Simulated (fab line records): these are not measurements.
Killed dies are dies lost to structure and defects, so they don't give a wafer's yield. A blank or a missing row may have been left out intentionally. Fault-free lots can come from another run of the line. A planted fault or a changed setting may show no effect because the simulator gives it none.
fab line records	flow gf180mcu	part 2 of 2: steps 28 to 37 of 37
record lots=5	wafers=15	last-day=34
route steps=602 shown POLY_GATE@157 HV_LDD@176
lots that met no fault: taken from a fault-free run of the same line
start-h: hours from the record's opening day to when the first of the lot's shown wafers began	wait-h: how many hours have passed since the lot's step before this one	" the same as in the row above	L1.1+2: several wafers, shown together as one row	- either no value or no given start	* or withheld: withheld	< > ~ a bound
route shown NAME@n: a module of which the file shows steps, and the number in the route of the first	usual: mean and standard deviation over wafers with no fault	same: alike in all rows	chamber/n: place in a boat	sites: per-site readings	_std_site: standard deviation of those values	_edge_site: the outer-site mean with the inner-site mean subtracted	radius-mm: for every site, how far away it sits from the centre of the wafer	mask NAME#n: copy n	behind: tool/chamber where the wafer was last shaped	hold: reason for holding the lot/hours on hold/outcome of the hold	device: the n, p or np transistor that did not switch	end of line: the same wafers' tests at the end of the route	a step given without rows: its recipe and nothing more	killed: not the wafer's yield, but the dies lost to structure and defects at the first sort	map: a wafer's dies, x killed, . not, _ none there
set.NAME: setting as actually run; set.NAME@STEP: the setting as run at that earlier step	model.NAME: the simulator's own value behind a step, which no gauge read
a table for each step, a row for each wafer; lots at some steps of the route
services: from which hour (start-h, from the record's first day; less than 0 if before it) a tool's chamber was out of use, for how many hours, and why
## steps
# step GF_HV_LDD_OVL_MEAS_08
# usual HV_LDD_OVL=0.9/1.7
lot.wafer	tool	chamber	start-h	wait-h	HV_LDD_OVL[nm]
L077.2	overlay-02	-	236.05	0.1	-0.8
L077.4	"	-	"	"	-1.6
L077.6	"	-	"	"	-3.4
L078.1	overlay-01	-	241.55	0.1	1.7
L078.2	"	-	"	"	0.9
L078.3	"	-	"	"	1.1
L081.3	overlay-02	-	275.76	0.1	0.0
L081.4	"	-	"	"	1.9
L081.6	"	-	"	"	2.3
L087.2	overlay-02	-	325.00	0.1	-2.4
L087.4	"	-	"	"	-1.7
L087.6	"	-	"	"	-0.2
L096.1	overlay-02	-	375.15	0.1	-1.3
L096.3	"	-	"	"	-1.2
L096.6	"	-	"	"	-0.4
# step GF_HV_LDD_IMPLANT_09
# recipe species=As	energy-kev=40	dose-cm2=1e+14	tilt-deg=7
lot.wafer	tool	chamber	start-h	wait-h
L077.2+4+6	implanter-01	0	236.11	0.0
L078.1+2+3	implanter-01	0	241.59	0.0
L081.3+4+6	implanter-03	0	275.83	0.1
L087.2+4+6	implanter-01	0	325.06	0.0
L096.1+3+6	implanter-01	0	375.19	0.0
# step GF_HV_LDD_STRIP_10
# recipe chemistry=O2/N2	power-w=1400	pressure-mtorr=1500	platen-temp-c=250	o2-flow-sccm=3000	n2-flow-sccm=300	overash-fraction=0.5
# usual drypump-motor-current-A=5.43/0.21	heater-power-w=334/50	n2-flow-sccm=300.0/0.94	oes-product-au=0.716/0.0044	strip-time-to-endpoint-s=12.638/0.026
lot.wafer	tool	chamber	start-h	wait-h	drypump-motor-current-A	heater-power-w	n2-flow-sccm	oes-product-au	rf-hours-counter-h	strip-time-to-endpoint-s
L077.2	plasma-asher-01	0	236.23	0.1	5.68	408	299.8	0.715	12	12.637
L077.4	"	0	"	"	5.67	392	299.0	0.715	-	12.659
L077.6	"	1	"	"	5.53	291	300.4	0.716	-	12.649
L078.1	plasma-asher-01	0	241.74	0.1	5.67	394	300.4	0.715	13	12.673
L078.2	"	1	"	"	5.55	277	301.3	0.722	13	12.658
L078.3	"	1	"	"	5.54	285	300.4	0.724	-	12.669
L081.3	plasma-asher-04	0	275.97	0.1	5.08	288	299.4	0.711	-	12.610
L081.4	"	1	"	"	5.59	387	299.4	0.718	-	12.623
L081.6	"	0	"	"	5.08	291	300.3	0.714	-	12.660
L087.2	plasma-asher-01	1	325.18	0.1	5.53	280	299.7	0.717	22	12.661
L087.4	"	1	"	"	5.53	280	300.2	0.717	-	12.667
L087.6	"	0	"	"	5.69	399	300.7	0.712	-	12.658
L096.1	plasma-asher-04	1	375.34	0.1	5.59	384	302.1	0.712	72	12.668
L096.3	"	0	"	"	5.04	291	299.2	0.724	-	12.623
L096.6	"	0	"	"	5.06	288	300.0	0.716	-	12.638
# step GF_HV_LDD_TW_MEAS_11
# usual HV_LDD_TW=2400/36
lot.wafer	tool	chamber	start-h	wait-h	HV_LDD_TW
L077.2	film-metro-03	-	236.34	0.1	2454
L077.4	"	-	"	"	2470
L077.6	"	-	"	"	2442
L078.1	film-metro-01	-	241.84	0.1	2366
L078.2	"	-	"	"	2366
L078.3	"	-	"	"	2364
L081.3	film-metro-04	-	276.05	0.1	2392
L081.4	"	-	"	"	2389
L081.6	"	-	"	"	2395
L087.2	film-metro-01	-	325.29	0.1	2384
L087.4	"	-	"	"	2383
L087.6	"	-	"	"	2383
L096.1	film-metro-04	-	375.44	0.1	2411
L096.3	"	-	"	"	2394
L096.6	"	-	"	"	2398
# step GF_HV_LDD_DEHYDRATE_12
# recipe temp-c=200	time-s=60
# usual heater-power-total-W=160.38/0.12
lot.wafer	tool	chamber	start-h	wait-h	heater-power-total-W
L077.2	litho-track-02	0	245.09	8.7	160.35
L077.4	"	0	"	"	160.39
L077.6	"	0	"	"	160.24
L078.1	litho-track-04	0	250.83	9.0	160.25
L078.2	"	0	"	"	160.39
L078.3	"	0	"	"	160.20
L081.3	litho-track-02	0	285.42	9.4	160.33
L081.4	"	0	"	"	160.36
L081.6	"	0	"	"	160.13
L087.2	litho-track-02	0	335.39	10.1	160.14
L087.4	"	0	"	"	160.58
L087.6	"	0	"	"	160.28
L096.1	litho-track-03	0	385.88	10.4	160.24
L096.3	"	0	"	"	160.40
L096.6	"	0	"	"	160.22
# step GF_HV_LDD_HMDS_13
# recipe prime-time-s=60	prime-temp-c=120
lot.wafer	tool	chamber	start-h	wait-h
L077.2+4+6	litho-track-02	0	245.24	0.1
L078.1+2+3	litho-track-04	0	250.98	0.1
L081.3+4+6	litho-track-02	0	285.57	0.1
L087.2+4+6	litho-track-02	0	335.54	0.1
L096.1+3+6	litho-track-03	0	386.03	0.1
# step GF_HV_LDD_COAT_14
# recipe resist=NOVOLAK	spin-rpm=3000	resist-thk-nm=1000
# usual dispense-pressure-kPa=50.8/1
lot.wafer	tool	chamber	start-h	wait-h	dispense-pressure-kPa
L077.2	litho-track-02	0	245.39	0.1	50.1
L077.4	"	0	"	"	50.1
L077.6	"	0	"	"	50.1
L078.1	litho-track-04	0	251.13	0.1	52.7
L078.2	"	0	"	"	52.8
L078.3	"	0	"	"	52.7
L081.3	litho-track-02	0	285.72	0.1	50.1
L081.4	"	0	"	"	50.1
L081.6	"	0	"	"	50.2
L087.2	litho-track-02	0	335.69	0.1	50.1
L087.4	"	0	"	"	50.1
L087.6	"	0	"	"	50.1
L096.1	litho-track-03	0	386.18	0.1	50.4
L096.3	"	0	"	"	50.3
L096.6	"	0	"	"	50.4
# step GF_HV_LDD_SOFTBAKE_15
# recipe temp-c=90	time-s=60	resist=NOVOLAK
# usual heater-power-total-W=56.60/0.045
lot.wafer	tool	chamber	start-h	wait-h	heater-power-total-W
L077.2	litho-track-02	0	245.54	0.1	56.56
L077.4	"	0	"	"	56.50
L077.6	"	0	"	"	56.60
L078.1	litho-track-04	0	251.28	0.1	56.64
L078.2	"	0	"	"	56.65
L078.3	"	0	"	"	56.54
L081.3	litho-track-02	0	285.87	0.1	56.59
L081.4	"	0	"	"	56.60
L081.6	"	0	"	"	56.70
L087.2	litho-track-02	0	335.84	0.1	56.64
L087.4	"	0	"	"	56.55
L087.6	"	0	"	"	56.49
L096.1	litho-track-03	0	386.33	0.1	56.62
L096.3	"	0	"	"	56.63
L096.6	"	0	"	"	56.55
# step GF_HV_LDD_EXPOSE_16
# recipe mask-id=Pplus_LV_AREA	target-cd-nm=400	na=0.6	source-shape=conventional	sigma-outer=0.6	dose-mj=140
# usual focus-offset-nm=0.0/0.63
lot.wafer	tool	chamber	start-h	wait-h	mask	focus-offset-nm
L077.2	iline-stepper-02	0	-	-	Pplus_LV_AREA#0	0.4
L077.4	"	0	"	"	Pplus_LV_AREA#0	0.0
L077.6	"	0	"	"	Pplus_LV_AREA#0	-0.1
L078.1	iline-stepper-02	0	-	-	Pplus_LV_AREA#0	-0.1
L078.2	"	0	"	"	Pplus_LV_AREA#0	0.5
L078.3	"	0	"	"	Pplus_LV_AREA#0	-0.1
L081.3	iline-stepper-02	0	-	-	Pplus_LV_AREA#0	-1.2
L081.4	"	0	"	"	Pplus_LV_AREA#0	-0.4
L081.6	"	0	"	"	Pplus_LV_AREA#0	-0.3
L087.2	iline-stepper-02	0	-	-	Pplus_LV_AREA#0	1.2
L087.4	"	0	"	"	Pplus_LV_AREA#0	0.9
L087.6	"	0	"	"	Pplus_LV_AREA#0	1.5
L096.1	iline-stepper-01	0	-	-	Pplus_LV_AREA#0	0.0
L096.3	"	0	"	"	Pplus_LV_AREA#0	0.0
L096.6	"	0	"	"	Pplus_LV_AREA#0	1.0
# step GF_HV_LDD_PEB_17
# recipe temp-c=withheld	time-s=*	resist=NOVOLAK
lot.wafer	tool	chamber	start-h	wait-h
L077.2+4+6	litho-track-04	0	-	-
L078.1+2+3	litho-track-04	0	-	-
L081.3+4+6	litho-track-03	0	-	-
L087.2+4+6	litho-track-04	0	-	-
L096.1+3+6	litho-track-02	0	-	-
## services
tool	chamber	start-h	hours	kind
rie-si-01	3	187.61	8.9	repair
plasma-asher-04	-	192.89	2.1	repair
krf-scanner-01	-	213.79	1.0	pm
rie-si-01	3	215.25	11.6	repair
krf-scanner-01	-	222.34	1.3	pm
krf-scanner-01	-	236.76	4.4	pm
plasma-asher-01	-	250.63	2.8	pm
iline-stepper-02	-	252.93	1.7	pm
krf-scanner-01	-	260.37	3.6	pm
furnace-01	-	267.08	3.1	pm
krf-scanner-01	-	282.96	0.8	pm
rie-si-01	3	288.53	7.3	repair
furnace-01	-	289.78	3.9	pm
implanter-01	-	291.30	6.0	repair
implanter-01	-	297.26	5.5	pm
rie-si-01	1	303.20	6.2	repair
rie-si-01	-	313.38	2.8	pm
iline-stepper-02	-	321.02	6.5	repair
rie-si-01	2	336.39	2.5	repair
lpcvd-02	-	338.19	1.1	repair
implanter-01	-	345.70	21.0	pm
lpcvd-02	-	371.95	0.5	repair
implanter-01	-	381.46	3.1	repair
krf-scanner-01	-	382.91	1.0	pm
